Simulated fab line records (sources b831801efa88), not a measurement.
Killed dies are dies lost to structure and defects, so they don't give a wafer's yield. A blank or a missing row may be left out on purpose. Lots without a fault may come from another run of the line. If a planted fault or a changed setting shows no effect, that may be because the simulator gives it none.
2 desks, one fault ; flow gf180mcu ; each desk holds nothing but its own numbers, with what lay behind them at the end

AT THE TOOL OWNER'S DESK: pvd-sputter-03
At GF_M4_SPUTTER_04 (material TiN, target thk 50 nm, time 41.7 s) the tool's own readings: per lot run on this tool, the mean of the sampled wafers that have a number. Marked OUT: a lot whose mean sits more than 4 standard deviations from the usual mean, which makes it out of limits; the brackets give that distance.
Columns: A = throttle-valve-pct at GF_M4_SPUTTER_04, usual 29.7 %
lot;first seen here;A
L960;day 23 06:40;29.2
L962;day 23 21:04;28.4
L970;day 26 15:47;30.2
This desk's finding: nothing out of limits on any of the 3 lots.

THE METROLOGY DESK
What the gauges read for every lot (on any tool): the sampled wafers with a number, averaged. Marked OUT: a lot whose mean sits more than 4 standard deviations from the usual mean, which makes it out of limits; the brackets give that distance. 7 of its 9 readings are shown, namely those furthest out on some lot.
Columns: A = M4_ALCU_RS at GF_M4_RS_MEAS_05, usual 0.0694 ohm/sq; B = M4_ALCU_THK at GF_M4_THK_MEAS_06, usual 445 nm; C = cd-nm at GF_M4_CD_MEAS_14, usual 279.8 nm; D = M4_OVL at GF_M4_OVL_MEAS_15, usual 2 nm; E = V4_CVD_00_THK at GF_V4_THK_MEAS_01, usual 598 nm; F = V4_CVD_02_THK at GF_V4_THK_MEAS_03, usual 851 nm; G = V4_BOW at GF_V4_BOW_MEAS_05, usual 135 um
lot;first seen here;A;B;C;D;E;F;G
L960;day 23 06:04;0.0696;446;280.7;-4;595;866;132
L962;day 23 20:28;0.0693;445;279.2;1;607;867;139
L970;day 26 15:07;0.0689;450;278.9;2;597;849;128
L979;day 29 03:53;0.0689;447;278.9;8;600;844;124
L981;day 29 19:52;0.0687;450;281.1;7;591;841;131
This desk's finding: nothing out of limits on any of the 5 lots.

ALL TOGETHER
The desk of the tool owner found nothing out of limits.
From the metrology desk's view, nothing was out of limits.

WHAT WAS PUT IN BY THE SIMULATOR
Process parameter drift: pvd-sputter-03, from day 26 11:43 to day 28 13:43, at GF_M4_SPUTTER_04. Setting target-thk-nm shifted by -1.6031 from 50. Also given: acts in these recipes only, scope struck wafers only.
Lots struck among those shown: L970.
